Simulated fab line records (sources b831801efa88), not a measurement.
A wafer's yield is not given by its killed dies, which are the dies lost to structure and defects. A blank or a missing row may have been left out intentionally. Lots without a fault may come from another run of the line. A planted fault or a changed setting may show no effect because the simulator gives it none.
Comparing a struck lot with a sound one + flow gf180mcu + 17 out of 602 route steps
Sound: the wafers L817.4, L817.5, L817.6. Struck: wafers L824.2, L824.5 (left out: L824.6, a lot-mate that was not struck); the cause follows at the end.
Per side, at each step with rows, come the tool, then ch with its chambers, and then its first start. Under that, the readings that differ: sound wafers + struck wafers + difference of the means + sigmas: that difference in standard deviations of wafers without a fault.
alike: readings whose means differ by less than 2 such deviations, and words and numbers that are the same on both sides. not compared: withheld readings, readings that some wafer has no value for, bounds like >300 that may hide the same value, and numbers for which the record gives no deviation and whose values overlap.
The two part at a step that has a row with sigmas, a row that says differs or no value, or rows on one side only. Non-overlapping numbers with no deviation appear without sigmas and do not part them. A reading missing from all wafers of one side parts the sides only when that side holds two or more wafers.

first, 2 steps without rows for these wafers: GF_CONTACT_PEB_12 (peb time 90 s); GF_CONTACT_DEVELOP_13 (develop time 60 s).
GF_CONTACT_CD_MEAS_14: the cd target is 220 nm.
  sound on cd-sem-02, day 19 14:14; struck on cd-sem-01, day 21 22:14
| reading    | sound             | struck      | difference | sigmas |
|------------|-------------------|-------------|------------|--------|
| cd-nm (nm) | 225.1 222.6 223.2 | 218.0 217.6 | -5.8       | -3     |
GF_CONTACT_OVL_MEAS_15:
  sound on overlay-01, day 19 14:19; struck on overlay-02, day 21 22:20
| reading          | sound | struck | difference | sigmas |
|------------------|-------|--------|------------|--------|
| CONTACT_OVL (nm) | 6 6 5 | -6 -7  | -12        | -2     |
GF_CONTACT_ETCH_16: etches BARC in N2/H2.
  sound on rie-diel-01 ch 0,1, day 19 14:20; struck on rie-diel-02 ch 1,2, day 21 22:22
  alike: drypump-motor-current-A, oes-product-au, throttle-valve-pct
GF_CONTACT_ETCH_17: etches SiO2 in C4F8/O2/Ar, stops on CoSi2, target depth 860 nm.
  sound: rie-diel-01 ch 0,1; struck: rie-diel-02 ch 1,2
  alike: oes-product-au
GF_CONTACT_STRIP_18: strips in O2/N2.
  sound on plasma-asher-01 ch 0,1, day 19 14:31; struck on plasma-asher-01 ch 0, day 21 22:32
  alike: drypump-motor-current-A, heater-power-w, oes-product-au
  not compared: rf-hours-counter-h
then, 4 steps without rows for these wafers: GF_CONTACT_CLEAN_19 (cleans in SPM); GF_CONTACT_CLEAN_20 (cleans in DIW); GF_CONTACT_CLEAN_21 (cleans in dHF, time 20 s); GF_CONTACT_SPUTTER_22 (material Ti, target thk 15 nm, time 80.02 s).
GF_CONTACT_SPUTTER_23: material TiN, target thk 10 nm, time 40 s.
  sound on pvd-sputter-02, day 19 14:57; struck on pvd-sputter-04, day 21 22:53
| reading                | sound          | struck    | difference | sigmas |
|------------------------|----------------|-----------|------------|--------|
| throttle-valve-pct (%) | 29.5 29.8 29.3 | 31.1 31.3 | +1.7       | +3     |
GF_CONTACT_CVD_24: deposits W, target thk 300 nm, time 90.339 s.
  sound on cvd-w-02 ch 0,1, day 19 15:02; struck on cvd-w-02 ch 0, day 21 22:56
| reading                               | sound                | struck        | difference | sigmas |
|---------------------------------------|----------------------|---------------|------------|--------|
| susceptor-temp-C (C)                  | 399.74 399.52 400.20 | 391.20 391.12 | -8.66      | -39    |
| model.W_of_CONTACT_CVD_24.thk-nm (nm) | 300.6 301.9 301.4    | 263.7 262     | -38.4      |        |
  alike: heater-power-w
GF_CONTACT_RS_MEAS_25: the measuring method here is four-point-probe.
  sound on film-metro-03, day 19 15:09; struck on film-metro-03, day 21 23:03
| reading               | sound             | struck      | difference | sigmas |
|-----------------------|-------------------|-------------|------------|--------|
| CONTACT_W_RS (ohm/sq) | 0.382 0.380 0.381 | 0.435 0.439 | +0.056     | +14    |
GF_CONTACT_THK_MEAS_26: measures by xrf.
  sound on film-metro-03, day 19 15:14; struck on film-metro-03, day 21 23:10
| reading            | sound       | struck  | difference | sigmas |
|--------------------|-------------|---------|------------|--------|
| CONTACT_W_THK (nm) | 316 317 317 | 276 274 | -42        | -8     |
GF_CONTACT_CMP_27: polishes, stops on SiO2, t overpolish 15 s, target thk 0 nm.
  sound on cmp-02 ch 1,2, day 19 15:16; struck on cmp-02 ch 0,2, day 21 23:32
  alike: head-pressure-psi, motor-current-A, time-to-endpoint-s
after that, 1 step had no rows for these wafers: GF_PASSIVATION_PROBE_99.

WHERE THEY PART
Earliest at GF_CONTACT_CD_MEAS_14; latest, in this record, at GF_CONTACT_THK_MEAS_26. Later steps at which nothing parts them and some readings are alike: GF_CONTACT_CMP_27.

WHY: the cause the simulator had injected
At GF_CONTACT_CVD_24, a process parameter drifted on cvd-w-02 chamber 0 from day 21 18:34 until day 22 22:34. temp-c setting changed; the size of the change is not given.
